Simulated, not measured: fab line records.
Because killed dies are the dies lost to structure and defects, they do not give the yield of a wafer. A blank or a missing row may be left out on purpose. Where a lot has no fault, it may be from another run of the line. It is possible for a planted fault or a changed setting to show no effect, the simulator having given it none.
Problem report, 8D (eight disciplines) form, completed by code    flow sky130    the parts of the form that need people (team, actions taken, sign-off) are left out

1. THE ISSUE
Wafers without a fault read 126.0 s, standard deviation 0.42; run_length_s at SKY_FIELD_ISO_ETCH_17 reads a mean of 118.8 s on 6 wafers belonging to 2 lots. That is -17 standard deviations from the usual mean.
The step: etches Si in HBr/Cl2/O2, target depth 342 nm, time 97.7 s.
The first sign was on wafer L543.1 at day 4 14:59, on rie_si-02. At this step, 18 wafers from 6 lots have a number in the record. The rule behind "out" and "out of limits": a value lying over 4 standard deviations away from the usual mean. The other wafers with a number count as sound.

2. WHAT IT IS AND WHAT IT IS NOT
question                     is                      is not
which readings at this step  run_length_s            drypump_motor_current_A, oes_product_au, throttle_valve_pct
which lots                   L543, L545              L534, L538, L548, L551
which wafers of those lots   all that have a number  -
read on which tools          rie_si-02               rie_si-01
when                         from day 4 14:59        up to then (6 sound wafers); but 6 sound wafers of L548, L551 came after

3. SUSPECTS, AND WHAT RULES EACH OUT
Counting: a tool at a process step up to the reading stays a suspect if it ran every lot that is out and no sound lot after the first of them.
- rie_diel-02 at SKY_FIELD_ISO_ETCH_14 (etches BARC in N2/H2, stops on SiO2, time 45.9 s, target depth 60 nm): kept. Every lot that is out went through it, starting with L543 (day 4 14:47), and after that it ran no sound lot; the last sound lot it ran before then is L534 (day 2 17:06).
- rie_diel-02 at SKY_FIELD_ISO_ETCH_15 (etches the open film in CHF3/O2, stops on Si, target depth 180 nm, time 72 s): kept. Every lot that is out went through it, starting with L543 (day 4 14:49), and after that it ran no sound lot; the last sound lot it ran before then is L534 (day 2 17:08).
- plasma_asher-03 at SKY_FIELD_ISO_STRIP_16 (strips in O2/N2): kept. It ran every lot that is out, first L543 (day 4 14:53), and no sound lot after that.
- rie_si-02 at SKY_FIELD_ISO_ETCH_17 (etches Si in HBr/Cl2/O2, target depth 342 nm, time 97.7 s): kept. Every lot that is out went through it, starting with L543 (day 4 14:59), and after that it ran no sound lot; the last sound lot it ran before then is L538 (day 3 13:11). Out on those wafers are its own readings of run_length_s.
Left after counting: rie_diel-02 at SKY_FIELD_ISO_ETCH_14, rie_diel-02 at SKY_FIELD_ISO_ETCH_15, plasma_asher-03 at SKY_FIELD_ISO_STRIP_16, rie_si-02 at SKY_FIELD_ISO_ETCH_17.

4. THE CAUSE (what the simulator had put in)
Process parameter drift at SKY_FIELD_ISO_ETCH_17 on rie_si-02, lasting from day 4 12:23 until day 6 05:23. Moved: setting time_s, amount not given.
Counting leaves 4 suspects; this tool is one of them.

5. THE CHAIN OF EFFECTS, in route order
One row per reading whose mean, taken over the struck wafers that have a number, lies over 3 standard deviations from the usual. Readings are gone through only where the record gives a usual standard deviation; hours: the median, over the lots, of the time from a lot's start at the first step in this table giving one to that lot's start at this step; sigmas: the change measured in usual standard deviations.
hours  step                   reading       usual    on struck wafers  change  sigmas
0      SKY_FIELD_ISO_ETCH_17  run_length_s  126.0 s  118.8             -7.2    -17
It contains these process steps:
- SKY_FIELD_ISO_ETCH_17: etches Si in HBr/Cl2/O2, target depth 342 nm, time 97.7 s.

6. WHAT WOULD HAVE CAUGHT IT SOONER
In this record no reading fell out of limits until day 4 14:59, 3 hours after the fault had begun at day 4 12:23.
